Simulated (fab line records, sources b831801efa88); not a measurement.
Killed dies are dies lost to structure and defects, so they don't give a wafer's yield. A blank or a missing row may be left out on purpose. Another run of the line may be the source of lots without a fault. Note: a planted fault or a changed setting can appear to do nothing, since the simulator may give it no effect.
Which tool did it? + flow sfq_line + 6 lots with 18 wafers sampled at 4 steps, on a route of 325 steps

WHAT THE GAUGES SHOWED, per wafer
SFQ_M1_RS_MEAS_909: the measuring method here is four-point-probe.
| lot  | measured     | on            | M1_NB_RS (ohm/sq) |
|------|--------------|---------------|-------------------|
| L631 | day 16 21:23 | film_metro-03 | 0.890 0.890 0.894 |
| L634 | day 17 02:11 | film_metro-02 | 0.894 0.883 0.884 |
| L637 | day 17 06:58 | film_metro-03 | 0.485 0.875 0.488 |
| L644 | day 19 11:44 | film_metro-01 | 0.885 0.880 0.885 |
| L649 | day 20 14:59 | film_metro-01 | 0.891 0.885 0.875 |
| L652 | day 28 13:36 | film_metro-03 | 0.878 0.884 0.885 |

WHICH TOOL RAN EACH LOT (tool, then ch and the chambers of the sampled wafers, then the start)
| lot  | SFQ_TRILAYER_M0_BARC_OPEN_METAL_ETCH_031 | SFQ_TRILAYER_I0_VIA_STRIP_STRIP_035 | SFQ_TRILAYER_M1_DEP_SPUTTER_037 |
|------|------------------------------------------|-------------------------------------|---------------------------------|
| L631 | rie_metal-03 ch 0,1, day 11 02:37        | rie_metal-03 ch 0,1, day 16 20:39   | pvd_sputter-05, day 16 21:15    |
| L634 | rie_metal-02 ch 1, day 11 11:02          | rie_metal-03 ch 0,1, day 17 01:27   | pvd_sputter-04, day 17 02:03    |
| L637 | rie_metal-04 ch 0,1, day 11 18:11        | rie_metal-03 ch 0, day 17 06:03     | pvd_sputter-04, day 17 06:51    |
| L644 | rie_metal-03 ch 1, day 13 03:47          | rie_metal-02 ch 0,1, day 19 10:51   | pvd_sputter-05, day 19 11:39    |
| L649 | rie_metal-02 ch 0,1, day 19 18:39        | rie_metal-01 ch 0,1, day 20 14:05   | pvd_sputter-06, day 20 14:53    |
| L652 | rie_metal-02 ch 0,1, day 21 15:15        | rie_metal-03 ch 0,1, day 28 12:51   | pvd_sputter-05, day 28 13:28    |
- SFQ_TRILAYER_M0_BARC_OPEN_METAL_ETCH_031: etches BARC in O2, target depth 125 nm, time 41.7 s.
- SFQ_TRILAYER_I0_VIA_STRIP_STRIP_035: strips in O2.
- SFQ_TRILAYER_M1_DEP_SPUTTER_037: material Nb, target thk 200 nm, time 133.3 s.

THE ANSWER, worked out from the rows above alone
Rule: the lots themselves supply what counts as usual. The widest of any qualifying gaps counts: lots, ordered by their means at a reading, are off when they make up no more than a third of the lots, leave a main group of 4 or more, and stand apart from it by 3 or more times the standard deviation of that group's means. The tables above print the reading to a certain number of digits; a main group whose means all agree to those digits is not used. A lot without any number at a reading at which 4 lots or more have one is off too. Any other lot the step has rows for is counted as sound.
Off: L637, at SFQ_M1_RS_MEAS_909 (M1_NB_RS). The main group: mean 0.886 ohm/sq, standard deviation 0.0033.
A tool fits if, at a process step before that reading, it ran every lot that is off, and no sound lot after the first of them. Those tools and the gauges at SFQ_M1_RS_MEAS_909 are tried in the same way. Undecided on this evidence; 2 tools fit (rie_metal-04 at SFQ_TRILAYER_M0_BARC_OPEN_METAL_ETCH_031, pvd_sputter-04 at SFQ_TRILAYER_M1_DEP_SPUTTER_037).

WHAT THE SIMULATOR HAD INSERTED
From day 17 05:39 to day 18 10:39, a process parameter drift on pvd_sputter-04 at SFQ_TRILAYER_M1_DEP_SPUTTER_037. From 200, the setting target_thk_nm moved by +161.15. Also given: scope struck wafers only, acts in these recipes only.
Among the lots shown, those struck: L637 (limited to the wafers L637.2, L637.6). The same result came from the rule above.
